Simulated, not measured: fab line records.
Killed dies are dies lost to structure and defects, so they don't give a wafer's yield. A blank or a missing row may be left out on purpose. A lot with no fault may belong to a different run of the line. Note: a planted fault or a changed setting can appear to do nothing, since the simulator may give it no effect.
A lot that was struck, set against a sound lot	flow sky130	16 steps out of a route of 708
Sound: wafers L290.1, L290.2, L290.5. Struck: wafer L293.2; the same lot's L293.1 was not struck, so it is left out; see the end for the cause.
Per side, at each step with rows, come the tool, then ch with its chambers, and then its first start. Under that, the readings that differ: sound wafers	struck wafers	difference of the means	sigmas: that difference in standard deviations of wafers without a fault.
alike: a reading whose means differ by less than 2 such deviations, as well as words and numbers matching on both sides. not compared: withheld readings; readings where some wafer has no value; bounds like >300 that might hide an equal value; numbers whose values overlap and for which the record gives no deviation.
Wherever a step has rows on one side only, a row that says differs or no value, or a row with sigmas, the two part there. When numbers do not overlap yet have no deviation, they are printed without sigmas and do not part them. Lack of a reading on every wafer of one side parts them only where that side has two or more wafers.

SKY_METAL5_SPUTTER_03: material Ti, target thk 5 nm, time 3.3 s.
  sound on pvd-sputter-03 at day 47 14:44; struck on pvd-sputter-02 at day 48 12:09
  alike: throttle-valve-pct
SKY_METAL5_SPUTTER_04: material TiN, target thk 70 nm, time 58.3 s.
  sound on pvd-sputter-03 at day 47 14:46; struck on pvd-sputter-02 at day 48 12:10
reading	sound	struck	difference	sigmas
throttle-valve-pct (%)	28.0 28.0 28.2	30.0	+1.9	+2
SKY_METAL5_RS_MEAS_05: measures by four-point-probe.
  sound on film-metro-04 at day 47 14:49; struck on film-metro-04 at day 48 12:13
  alike: METAL5_ALCU_RS
SKY_METAL5_THK_MEAS_06: measures by xrf.
  sound on film-metro-04 at day 47 14:56; struck on film-metro-04 at day 48 12:20
  alike: METAL5_ALCU_THK
then, 7 steps without rows for these wafers: SKY_METAL5_DEHYDRATE_07 (time 60 s); SKY_METAL5_HMDS_08 (prime time 60 s); SKY_METAL5_COAT_09 (resist thk 1800 nm); SKY_METAL5_SOFTBAKE_10 (time 60 s); SKY_METAL5_EXPOSE_11 (exposes mask MM5, target cd 1600 nm); SKY_METAL5_PEB_12; SKY_METAL5_DEVELOP_13 (develop time 60 s).
SKY_METAL5_DESCUM_14: chemistry O2, time 11 s.
  sound on rie-metal-02 ch 0,1, day 48 11:04; struck on rie-metal-01 ch 1, day 49 07:46
  alike: drypump-motor-current-A, oes-product-au
  not compared: rf-hours-counter-h
SKY_METAL5_METAL_ETCH_15: etches the open film in Cl2/BCl3, stops on SiO2, target depth 1260 nm, time 252 s.
  sound on rie-metal-02 ch 0,1, day 48 11:06; struck on rie-metal-01 ch 1, day 49 07:48
reading	sound	struck	difference	sigmas
oes-product-au (a.u.)	0.906 0.885 0.892	1.013	+0.119	+22
run-length-s (s)	280.6 279.4 279.5	224.3	-55.5	-99 or more
model.NOVOLAK_of_METAL5_COAT_09.thk-nm (nm)	1038 1040 1043	1200	+160	
model.METAL5.feature-depth-nm (nm)	1270 1266 1259	1191	-74	
model.etch.depth-nm (nm)	1270 1266 1259	1191	-74	
  alike: drypump-motor-current-A, throttle-valve-pct
  not compared: rf-hours-counter-h
SKY_METAL5_STRIP_16: strips in O2/N2.
  sound on plasma-asher-02 ch 0,1, day 48 11:20; struck on plasma-asher-04 ch 0, day 49 08:02
reading	sound	struck	difference	sigmas
strip-time-to-endpoint-s (s)	13.12 13.12 13.15	14.93	+1.80	+24
  alike: drypump-motor-current-A, oes-product-au
  not compared: rf-hours-counter-h
then, 1 step without rows for these wafers: SKY_METAL5_STRIP_17 (strips in post etch residue remover, time 1200 s).
SKY_PAD_OPEN_PROBE_99:
  sound on prober-02 at day 50 04:40; struck on prober-01 at day 51 01:13
reading	sound	struck	difference	sigmas
defect-limited-yield (%)	80.5 84.1 82.5	0.8	-81.6	-48
killed_at_M4_up	3 2 3	406	+403	+99 or more
killed-dies	96 78 86	488	+401	+49
killed-on-rim	13 15 13	96	+82	+22
sort_bin_5_function (%)	9.6 8.9 11.4	92.5	+82.5	+63
sort-n-pass	396 414 406	4	-401	-49
sort-yield-pct (%)	80.5 84.1 82.5	0.8	-81.6	-48
  alike: killed_at_M0_to_M3, killed-at-contacts, killed-at-front-end, killed-at-other, killed-open, killed-short, sort_bin_3_pad_short, sort_bin_6_memory

## WHERE THEY PART
Earliest at SKY_METAL5_SPUTTER_04; latest, in this record, at SKY_PAD_OPEN_PROBE_99.

WHY: whatever the simulator had introduced
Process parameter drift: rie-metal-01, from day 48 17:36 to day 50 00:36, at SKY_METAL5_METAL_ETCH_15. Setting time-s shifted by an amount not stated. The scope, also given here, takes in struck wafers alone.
